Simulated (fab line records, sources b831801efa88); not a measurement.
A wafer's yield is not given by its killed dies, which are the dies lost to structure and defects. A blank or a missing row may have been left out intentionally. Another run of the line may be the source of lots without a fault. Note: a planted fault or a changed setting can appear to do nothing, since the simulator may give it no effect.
Matching of chambers :: flow sky130 :: SKY_LI_CONTACT_ETCH_14 on rie_diel-01 has 4 sister chambers
The step etches BARC in N2/H2, stops on SiO2, time 45.9 s, target depth 60 nm. 20 wafers are shown with their chamber, then 10 later ones without.

WAFERS PAIRED WITH THEIR CHAMBERS
wafer: L074.3
chamber: 2
drypump_motor_current_A (A): 4.7
bias_w (W): 99.9
oes_product_au (a.u.): 0.866

wafer: L074.4
chamber: 1
drypump_motor_current_A (A): 6.4
bias_w (W): 99.7
oes_product_au (a.u.): 0.857

wafer: L074.6
chamber: 2
drypump_motor_current_A (A): 4.7
bias_w (W): 99.8
oes_product_au (a.u.): 0.855

wafer: L077.2
chamber: 3
drypump_motor_current_A (A): 6.2
bias_w (W): 100.2
oes_product_au (a.u.): 0.853

wafer: L077.3
chamber: 2
drypump_motor_current_A (A): 4.7
bias_w (W): 100.1
oes_product_au (a.u.): 0.855

wafer: L077.6
chamber: 1
drypump_motor_current_A (A): 6.4
bias_w (W): 99.9
oes_product_au (a.u.): 0.864

wafer: L078.3
chamber: 2
drypump_motor_current_A (A): 4.7
bias_w (W): 100.1
oes_product_au (a.u.): 0.859

wafer: L078.4
chamber: 1
drypump_motor_current_A (A): 6.4
bias_w (W): 100.0
oes_product_au (a.u.): 0.854

wafer: L078.5
chamber: 1
drypump_motor_current_A (A): 6.4
bias_w (W): 99.8
oes_product_au (a.u.): 0.849

wafer: L082.4
chamber: 1
drypump_motor_current_A (A): 6.4
bias_w (W): 100.3
oes_product_au (a.u.): 0.857

wafer: L082.5
chamber: 3
drypump_motor_current_A (A): 6.2
bias_w (W): 100.2
oes_product_au (a.u.): 0.856

wafer: L082.6
chamber: 0
drypump_motor_current_A (A): 5.8
bias_w (W): 100.5
oes_product_au (a.u.): 0.854

wafer: L084.1
chamber: 1
drypump_motor_current_A (A): 6.4
bias_w (W): 99.7
oes_product_au (a.u.): 0.863

wafer: L084.2
chamber: 0
drypump_motor_current_A (A): 5.8
bias_w (W): 100.3
oes_product_au (a.u.): 0.851

wafer: L084.6
chamber: 1
drypump_motor_current_A (A): 6.4
bias_w (W): 100.1
oes_product_au (a.u.): 0.858

wafer: L088.1
chamber: 1
drypump_motor_current_A (A): 6.5
bias_w (W): 99.6
oes_product_au (a.u.): 0.843

wafer: L088.3
chamber: 0
drypump_motor_current_A (A): 5.8
bias_w (W): 100.3
oes_product_au (a.u.): 0.854

wafer: L088.4
chamber: 2
drypump_motor_current_A (A): 4.7
bias_w (W): 100.2
oes_product_au (a.u.): 0.852

wafer: L090.1
chamber: 2
drypump_motor_current_A (A): 4.7
bias_w (W): 100.0
oes_product_au (a.u.): 0.864

wafer: L090.2
chamber: 1
drypump_motor_current_A (A): 6.4
bias_w (W): 100.0
oes_product_au (a.u.): 0.855

SIGNATURES, as means of the wafers listed above
reading: drypump_motor_current_A
chamber 0: 5.800
chamber 1: 6.411
chamber 2: 4.700
chamber 3: 6.200
scatter within a chamber: 0.0236

reading: bias_w
chamber 0: 100.367
chamber 1: 99.900
chamber 2: 100.017
chamber 3: 100.200
scatter within a chamber: 0.183

reading: oes_product_au
chamber 0: 0.85300
chamber 1: 0.85556
chamber 2: 0.85850
chamber 3: 0.85450
scatter within a chamber: 0.00561
Rule: for each reading, subtract the chamber's mean from the wafer's reading, divide by that reading's scatter and square the result; add these up over the readings and take the root, which gives the wafer's distance from the chamber. If the next closest chamber is less than 2 further off than the closest, the wafer can't be placed; otherwise it belongs to the closest. The scatter is the square root of a quotient: the sum, over the shown wafers, of each reading's squared deviation from its chamber's mean, divided by wafers minus chambers.

WAFERS WITH NO CHAMBER GIVEN
wafer: L090.6
drypump_motor_current_A (A): 4.7
bias_w (W): 99.5
oes_product_au (a.u.): 0.846

wafer: L092.2
drypump_motor_current_A (A): 6.2
bias_w (W): 100.5
oes_product_au (a.u.): 0.856

wafer: L092.4
drypump_motor_current_A (A): 6.4
bias_w (W): 100.0
oes_product_au (a.u.): 0.864

wafer: L092.6
drypump_motor_current_A (A): 6.2
bias_w (W): 100.7
oes_product_au (a.u.): 0.856

wafer: L095.2
drypump_motor_current_A (A): 6.2
bias_w (W): 99.9
oes_product_au (a.u.): 0.860

wafer: L095.3
drypump_motor_current_A (A): 6.4
bias_w (W): 99.9
oes_product_au (a.u.): 0.859

wafer: L095.5
drypump_motor_current_A (A): 6.4
bias_w (W): 99.8
oes_product_au (a.u.): 0.857

wafer: L096.1
drypump_motor_current_A (A): 4.7
bias_w (W): 100.2
oes_product_au (a.u.): 0.850

wafer: L096.3
drypump_motor_current_A (A): 5.8
bias_w (W): 100.0
oes_product_au (a.u.): 0.849

wafer: L096.4
drypump_motor_current_A (A): 5.8
bias_w (W): 100.1
oes_product_au (a.u.): 0.858

CHAMBER TAKEN BY EACH
wafer: L090.6
from the rows above: 2
in truth: 2

wafer: L092.2
from the rows above: 3
in truth: 3

wafer: L092.4
from the rows above: 1
in truth: 1

wafer: L092.6
from the rows above: 3
in truth: 3

wafer: L095.2
from the rows above: 3
in truth: 3

wafer: L095.3
from the rows above: 1
in truth: 1

wafer: L095.5
from the rows above: 1
in truth: 1

wafer: L096.1
from the rows above: 2
in truth: 2

wafer: L096.3
from the rows above: 0
in truth: 0

wafer: L096.4
from the rows above: 0
in truth: 0
10 of 10 placed correctly. Not placeable from these rows: 0. Placed wrongly: 0.
